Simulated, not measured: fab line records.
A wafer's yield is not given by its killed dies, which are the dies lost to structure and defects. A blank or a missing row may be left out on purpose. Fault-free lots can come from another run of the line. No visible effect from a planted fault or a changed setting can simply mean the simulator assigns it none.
fab line records | flow sky130
[record] lots = 6 wafers = 18 lastDay = 51
route steps=708 shown LI_CONTACT@366 PAD_OPEN@708
lots that met no fault: from a run of the same line without faults
startH: start of the lot's first displayed wafer, in hours after the record's first day | waitH: how many hours have passed since the lot's step before this one | " identical to the entry in the row above | L1.1+2: one row covering several wafers at once | - either no value or no given start | * or withheld: withheld | < > ~ a bound
route shown NAME@n: NAME is a module with steps in the file, n the number in the route of the first one | usual: mean/standard deviation of fault-free wafers | same: alike in all rows | chamber/n: place in a boat | sites: each site's reading | _std_site: the values' standard deviation | _edge_site: outer sites' mean less inner sites' | radiusMm: for every site, how far away it sits from the centre of the wafer | mask NAME#n: copy n | behind: the last tool/chamber to shape the wafer | hold: reason for holding the lot/hours on hold/outcome of the hold | device: the transistor (n, p or np) that didn't switch | end of line: the same wafers' tests at the end of the route | a step given without rows: its recipe and nothing more | killed: not the wafer's yield, but the dies lost to structure and defects at the first sort | map: a wafer's dies, x killed, . not, _ none there
set.NAME: the setting as run; set.NAME@STEP: as run at that earlier step | model.NAME: the simulator's own value behind a step, which no gauge read
lots seen at some steps along the route; tables by step, rows by wafer
services: when a tool's chamber went out of use (startH, in hours from the record's first day, below 0 if earlier), for how many hours, and the reason
[[steps]]
[step SKY_LI_CONTACT_DEHYDRATE_04]
[recipe] tempC = 200 timeS = 60
[step SKY_LI_CONTACT_HMDS_05]
[recipe] primeTimeS = 60 primeTempC = 120
[step SKY_LI_CONTACT_COAT_06]
[recipe] resist = BARC tempC = withheld timeS = withheld spinRpm = 3000 resistThkNm = 60
[step SKY_LI_CONTACT_COAT_07]
[recipe] resist = KrF-thick spinRpm = 3000 resistThkNm = 450
[step SKY_LI_CONTACT_SOFTBAKE_08]
[recipe] tempC = 100 timeS = 90 resist = KrF-thick
[step SKY_LI_CONTACT_EXPOSE_09]
[recipe] maskId = LICM1 na = 0.8 sourceShape = annular sigmaInner = 0.55 sigmaOuter = 0.85 targetCdNm = 170 doseMj = 38
[step SKY_LI_CONTACT_PEB_10]
[recipe] pebTempC = withheld pebTimeS = withheld resist = KrF-thick
[step SKY_LI_CONTACT_DEVELOP_11]
[recipe] developTimeS = 60 resist = KrF-thick devTempC = 21
[step SKY_LI_CONTACT_CD_MEAS_12]
[recipe] targetCdNm = 170
[usual] cdNm = 169.8/1.4
// columns lot.wafer tool chamber startH waitH cdNm
L306.3 cdSem-02 - 717.81 - 172.6
L306.4 " - " " 171.6
L306.5 " - " " 170.7
L308.1 cdSem-02 - 731.97 - 171.6
L308.3 " - " " 170.7
L308.4 " - " " 172.6
L317.1 cdSem-01 - 821.80 - 171.5
L317.5 " - " " 171.1
L317.6 " - " " 170.0
L318.1 cdSem-01 - 830.92 - 169.5
L318.2 " - " " 170.6
L318.4 " - " " 170.8
L319.1 cdSem-02 - 835.75 - 170.3
L319.2 " - " " 171.8
L319.6 " - " " 171.5
L323.3 cdSem-02 - 891.16 - 169.9
L323.5 " - " " 170.8
L323.6 " - " " 172.0
[step SKY_LI_CONTACT_OVL_MEAS_13]
[usual] LI_CONTACT_OVL = 0/5.2
// columns lot.wafer tool chamber startH waitH LI_CONTACT_OVL[nm]
L306.3 overlay-02 - 717.90 0.1 5
L306.4 " - " " -4
L306.5 " - " " 6
L308.1 overlay-02 - 732.09 0.1 7
L308.3 " - " " 2
L308.4 " - " " 7
L317.1 overlay-01 - 821.92 0.1 -3
L317.5 " - " " -2
L317.6 " - " " -5
L318.1 overlay-02 - 831.04 0.1 -4
L318.2 " - " " 0
L318.4 " - " " -4
L319.1 overlay-01 - 835.87 0.1 0
L319.2 " - " " -3
L319.6 " - " " -3
L323.3 overlay-02 - 891.25 0.1 -3
L323.5 " - " " -8
L323.6 " - " " -9
[step SKY_LI_CONTACT_ETCH_14]
[recipe] chemistry = N2/H2 target = BARC ionEnergyEv = 200 sourceW = 500 biasW = 100 pressureMtorr = 30 n2FlowSccm = 100 h2FlowSccm = 200 stopOn = SiO2 timeS = 45.9 targetDepthA = 600
[usual] drypumpMotorCurrentA = 5.5/0.37 oesProductAu = 0.857/0.0051 rfFwdPowerW = 494.9/2.2 throttleValvePct = 13.224/0.0091
// columns lot.wafer tool chamber startH waitH drypumpMotorCurrentA oesProductAu rfFwdPowerW rfHoursCounterH throttleValvePct
L306.3 rieDiel-02 2 717.92 0.0 5.8 0.851 496.6 16 13.230
L306.4 " 0 " " 5.3 0.850 495.3 - 13.228
L306.5 " 3 " " 6.0 0.855 496.0 - 13.202
L308.1 rieDiel-02 0 732.12 0.0 5.3 0.857 497.4 5 13.210
L308.3 " 3 " " 6.0 0.855 494.5 4 13.223
L308.4 " 1 " " 5.2 0.860 494.1 0 13.225
L317.1 rieDiel-02 1 821.96 0.0 5.2 0.860 493.0 2 13.224
L317.5 " 3 " " 5.9 0.864 497.6 - 13.223
L317.6 " 2 " " 5.8 0.861 495.8 - 13.245
L318.1 rieDiel-02 1 831.07 0.0 5.2 0.856 491.9 2 13.225
L318.2 " 0 " " 5.3 0.863 496.4 7 13.227
L318.4 " 3 " " 6.0 0.856 497.2 6 13.224
L319.1 rieDiel-02 2 835.90 0.0 5.8 0.855 492.6 18 13.218
L319.2 " 3 " " 5.9 0.866 495.1 6 13.239
L319.6 " 1 " " 5.2 0.854 493.0 - 13.232
L323.3 rieDiel-04 2 891.27 0.0 5.5 0.857 490.0 13 13.221
L323.5 " 0 " " 5.5 0.852 495.0 - 13.216
L323.6 " 3 " " 6.1 0.859 493.6 - 13.227
[step SKY_LI_CONTACT_ETCH_15]
[recipe] target = PSG chemistry = C4F8/O2/Ar stopOn = Si taperDeg = 4.15 maskMaterial = KrF-thick sourceW = 1500 biasW = 1200 pressureMtorr = 40 c4f8FlowSccm = withheld O2_flow_sccm = 6 Ar_flow_sccm = 300 timeS = withheld targetDepthA = 6000
[usual] oesProductAu = 0.838/0.0044 rfFwdPowerW = 1493/4.8
// columns lot.wafer tool chamber startH waitH oesProductAu rfFwdPowerW
L306.3 rieDiel-02 2 717.97 0.0 0.838 1492
L306.4 " 0 " " 0.828 1496
L306.5 " 3 " " 0.835 1496
L308.1 rieDiel-02 0 732.16 0.0 0.839 1499
L308.3 " 3 " " 0.840 1497
L308.4 " 1 " " 0.840 1493
L317.1 rieDiel-02 1 822.00 0.0 0.839 1495
L317.5 " 3 " " 0.840 1499
L317.6 " 2 " " 0.842 1494
L318.1 rieDiel-02 1 831.12 0.0 0.840 1497
L318.2 " 0 " " 0.837 1496
L318.4 " 3 " " 0.851 1497
L319.1 rieDiel-02 2 835.95 0.0 0.839 1486
L319.2 " 3 " " 0.843 1496
L319.6 " 1 " " 0.840 1490
L323.3 rieDiel-04 2 891.32 0.0 0.841 1489
L323.5 " 0 " " 0.839 1490
L323.6 " 3 " " 0.834 1493
[step SKY_LI_CONTACT_STRIP_16]
[recipe] chemistry = O2/N2 powerW = 1400 pressureMtorr = 1500 platenTempC = withheld o2FlowSccm = 3000 n2FlowSccm = 300 overashFraction = 0.5
[usual] chamberPressureMTorr = 1499.7/1.4 drypumpMotorCurrentA = 5.9/0.46 oesProductAu = 0.376/0.0051 stripTimeToEndpointS = 3.51/0.037
// columns lot.wafer tool chamber startH waitH chamberPressureMTorr drypumpMotorCurrentA oesProductAu rfHoursCounterH stripTimeToEndpointS model.KrF-thick_of_LI_CONTACT_COAT_07.thkNm
L306.3 plasmaAsher-03 1 718.08 - 1497.9 5.2 0.383 - 3.59 0
L306.4 " 0 " " 1500.8 6.0 0.377 - 3.57 0
L306.5 " 1 " " 1501.9 5.3 0.374 - 3.51 0
L308.1 plasmaAsher-01 0 732.25 - 1498.7 6.7 0.382 104 3.58 0
L308.3 " 1 " " 1501.2 5.7 0.379 - 3.52 0
L308.4 " 0 " " 1499.3 6.7 0.373 - 3.56 0
L317.1 plasmaAsher-02 0 822.09 - - - - - - 232.2
L317.5 " 1 " " - - - - - 230.9
L317.6 " 0 " " - - - - - 236.9
L318.1 plasmaAsher-03 0 831.20 - - - - - - 232.1
L318.2 " 1 " " - - - - - 237.4
L318.4 " 1 " " - - - - - 233.2
L319.1 plasmaAsher-02 1 836.03 - 1499.0 5.9 0.373 70 3.57 0
L319.2 " 0 " " 1498.3 5.8 0.380 70 3.49 0
L319.6 " 0 " " 1501.7 5.8 0.374 - 3.46 0
L323.3 plasmaAsher-03 1 891.44 - 1498.8 5.3 0.381 - 3.47 0
L323.5 " 0 " " 1498.7 6.1 0.373 - 3.46 0
L323.6 " 1 " " 1498.2 5.3 0.373 - 3.48 0
[step SKY_LI_CONTACT_CLEAN_17]
[recipe] chemistry = NMP timeS = 600 tempC = 60 dry = n2Spin
[step SKY_PAD_OPEN_PROBE_99]
[usual] killed_at_M0_to_M3 = 44/7.2 killed_at_M4_up = 3.1/1.7 killedAtContacts = 24/5.2 killedAtFrontEnd = 15/4.1 killedAtOther = 0.3/0.61 killedDies = 87/10 killedOnRim = 17/3.8 killedOpen = 48/7.5 killedShort = 39/6.6
[same] grossDies = 492 killedAtBackSide = 0
// columns lot.wafer tool chamber startH waitH killed_at_M0_to_M3 killed_at_M4_up killedAtContacts killedAtFrontEnd killedAtOther killedDies killedOnRim killedOpen killedShort
L308.1 prober-01 - 1115.89 0.1 37 5 24 20 0 86 17 47 39
L308.3 prober-01 - 1115.99 0.2 34 2 19 17 0 72 20 48 24
L308.4 prober-01 - 1116.04 0.2 49 5 17 14 0 85 18 52 33
L317.1 prober-02 - 1179.12 0.1 37 3 436 16 0 492 96 46 35
L317.5 prober-02 - 1179.32 0.2 43 1 427 21 0 492 96 47 42
L317.6 prober-02 - 1179.37 0.2 55 4 414 19 0 492 96 54 39
L318.1 prober-01 - 1182.70 0.1 34 1 439 17 1 492 96 46 35
L318.2 prober-01 - 1182.75 0.1 35 2 435 20 0 492 96 48 39
L318.4 prober-01 - 1182.85 0.2 33 2 441 16 0 492 96 38 32
// killed by level:class
L308.1 CONTACT:geometricParticle:open=9 LI_CONTACT:geometricParticle:open=8 VIA1:geometricParticle:short=7 VIA1:geometricParticle:open=7 VIA2:geometricParticle:open=6 FIELD_ISO:geometricParticle:open=5 FIELD_ISO:geometricParticle:short=5 METAL2:geometricParticle:short=4
L308.3 VIA1:geometricParticle:open=12 LI_CONTACT:geometricParticle:open=7 FIELD_ISO:geometricParticle:short=6 CONTACT:geometricParticle:open=6 VIA3:geometricParticle:open=6 VIA2:geometricParticle:open=5 FIELD_ISO:geometricParticle:open=4 METAL2:geometricParticle:short=4
L308.4 VIA1:geometricParticle:open=11 CONTACT:geometricParticle:open=10 VIA3:geometricParticle:open=8 VIA2:geometricParticle:open=6 METAL1:geometricParticle:short=5 FIELD_ISO:geometricParticle:open=4 VIA1:geometricParticle:short=4 METAL2:geometricParticle:short=4
L317.1 LI_CONTACT:areaSputter=411 CONTACT:geometricParticle:open=11 VIA1:geometricParticle:open=10 METAL1:geometricParticle:short=6 VIA2:geometricParticle:open=5 FIELD_ISO:geometricParticle:open=4 LI_CONTACT:geometricParticle:open=4 VIA2:geometricParticle:short=4
L317.5 LI_CONTACT:areaSputter=403 CONTACT:geometricParticle:open=12 VIA2:geometricParticle:open=9 METAL1:geometricParticle:short=7 POLY_GATE:geometricParticle:short=6 LI_CONTACT:geometricParticle:open=5 LOCAL_INTERCONNECT:geometricParticle:short=5 VIA1:geometricParticle:short=5
L317.6 LI_CONTACT:areaSputter=399 METAL1:geometricParticle:short=12 VIA3:geometricParticle:open=11 VIA1:geometricParticle:open=9 VIA2:geometricParticle:open=8 CONTACT:geometricParticle:open=7 METAL2:geometricParticle:short=7 FIELD_ISO:geometricParticle:open=4
L318.1 LI_CONTACT:areaSputter=411 LI_CONTACT:geometricParticle:open=9 VIA1:geometricParticle:open=8 CONTACT:geometricParticle:open=7 POLY_GATE:geometricParticle:open=6 LI_CONTACT:geometricParticle:short=6 FIELD_ISO:geometricParticle:open=5 METAL1:geometricParticle:short=5
L318.2 LI_CONTACT:areaSputter=403 CONTACT:geometricParticle:open=16 METAL2:geometricParticle:short=9 VIA1:geometricParticle:open=8 POLY_GATE:geometricParticle:short=7 LI_CONTACT:geometricParticle:open=5 VIA3:geometricParticle:open=5 FIELD_ISO:geometricParticle:short=4
L318.4 LI_CONTACT:areaSputter=422 VIA3:geometricParticle:open=9 CONTACT:geometricParticle:open=8 FIELD_ISO:geometricParticle:short=7 LI_CONTACT:geometricParticle:open=6 METAL2:geometricParticle:short=5 FIELD_ISO:geometricParticle:open=4 POLY_GATE:geometricParticle:short=4
// map L317.1 (x killed, . not)
__________xxxxxxxxxx_________
________xxxxxxxxxxxxxx_______
______xxxxxxxxxxxxxxxxxx_____
_____xxxxxxxxxxxxxxxxxxxx____
____xxxxxxxxxxxxxxxxxxxxxx___
___xxxxxxxxxxxxxxxxxxxxxxxx__
__xxxxxxxxxxxxxxxxxxxxxxxxxx_
_xxxxxxxxxxxxxxxxxxxxxxxxxxxx
_xxxxxxxxxxxxxxxxxxxxxxxxxxxx
_xxxxxxxxxxxxxxxxxxxxxxxxxxxx
_xxxxxxxxxxxxxxxxxxxxxxxxxxxx
_xxxxxxxxxxxxxxxxxxxxxxxxxxxx
_xxxxxxxxxxxxxxxxxxxxxxxxxxxx
_xxxxxxxxxxxxxxxxxxxxxxxxxxxx
_xxxxxxxxxxxxxxxxxxxxxxxxxxxx
__xxxxxxxxxxxxxxxxxxxxxxxxxx_
___xxxxxxxxxxxxxxxxxxxxxxxx__
____xxxxxxxxxxxxxxxxxxxxxx___
_____xxxxxxxxxxxxxxxxxxxx____
______xxxxxxxxxxxxxxxxxx_____
________xxxxxxxxxxxxxx_______
__________xxxxxxxxxx_________
// map L318.1 (x killed, . not)
__________xxxxxxxxxx_________
________xxxxxxxxxxxxxx_______
______xxxxxxxxxxxxxxxxxx_____
_____xxxxxxxxxxxxxxxxxxxx____
____xxxxxxxxxxxxxxxxxxxxxx___
___xxxxxxxxxxxxxxxxxxxxxxxx__
__xxxxxxxxxxxxxxxxxxxxxxxxxx_
_xxxxxxxxxxxxxxxxxxxxxxxxxxxx
_xxxxxxxxxxxxxxxxxxxxxxxxxxxx
_xxxxxxxxxxxxxxxxxxxxxxxxxxxx
_xxxxxxxxxxxxxxxxxxxxxxxxxxxx
_xxxxxxxxxxxxxxxxxxxxxxxxxxxx
_xxxxxxxxxxxxxxxxxxxxxxxxxxxx
_xxxxxxxxxxxxxxxxxxxxxxxxxxxx
_xxxxxxxxxxxxxxxxxxxxxxxxxxxx
__xxxxxxxxxxxxxxxxxxxxxxxxxx_
___xxxxxxxxxxxxxxxxxxxxxxxx__
____xxxxxxxxxxxxxxxxxxxxxx___
_____xxxxxxxxxxxxxxxxxxxx____
______xxxxxxxxxxxxxxxxxx_____
________xxxxxxxxxxxxxx_______
__________xxxxxxxxxx_________
[[services]]
// columns tool chamber startH hours kind
rieDiel-02 3 696.50 7.9 repair
rieDiel-02 1 704.41 - clean
rieDiel-02 1 704.41 20.9 scheduledDown
rieDiel-02 1 704.41 20.9 ventCycle
rieDiel-02 - 730.78 0.5 repair
plasmaAsher-01 - 733.75 9.0 pm
plasmaAsher-01 0 733.75 9.0 ventCycle
plasmaAsher-01 1 733.75 9.0 ventCycle
plasmaAsher-02 - 734.81 6.5 pm
plasmaAsher-01 0 742.75 - clean
plasmaAsher-01 1 742.75 - clean
rieDiel-02 - 757.52 1.9 repair
plasmaAsher-02 - 784.65 7.7 repair
plasmaAsher-02 - 798.64 3.3 repair
rieDiel-02 0 872.48 1.3 repair
rieDiel-02 1 881.13 3.4 repair
[[key]]
[firstSign] step = SKY_LI_CONTACT_STRIP_16 reading = toolRecord direction = missing
[effect] step = SKY_PAD_OPEN_PROBE_99 reading = killedAtContacts direction = up sigmas = 78 usual = 24 struck = 432
[modelEffect] step = SKY_LI_CONTACT_STRIP_16 value = KrF-thick_of_LI_CONTACT_COAT_07.thkNm without = 0 struck = 233.8
[moreKillsBornAt] SKY_LI_CONTACT_SPUTTER_19@pvdSputter-02 = 2449
metAt SKY_LI_CONTACT_STRIP_16
struckWafers L317.1,L317.5,L317.6,L318.1,L318.2,L318.4
laterRowsLeftOut L317.1,L317.5,L317.6,L318.1,L318.2,L318.4
testerLeftOut L317,L318
onsetBetween 718.08 822.09
[fault] kind = skippedStepWhole tool = plasmaAsher-02,plasmaAsher-03 chamber = - onsetH = 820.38 steps = SKY_LI_CONTACT_STRIP_16 scope = struckLotsOnly
// testerLeftOut: of these lots the tester's yield and bins aren't shown, on N5 and GAA mostly nor the transistor test; their killed dies are dies lost to structure and defects alone, not to doping, threshold or leakage, so they don't give the yield
// laterRowsLeftOut: the simulator's readings of these wafers behind a module that went badly wrong aren't trusted and aren't shown, but for the sort
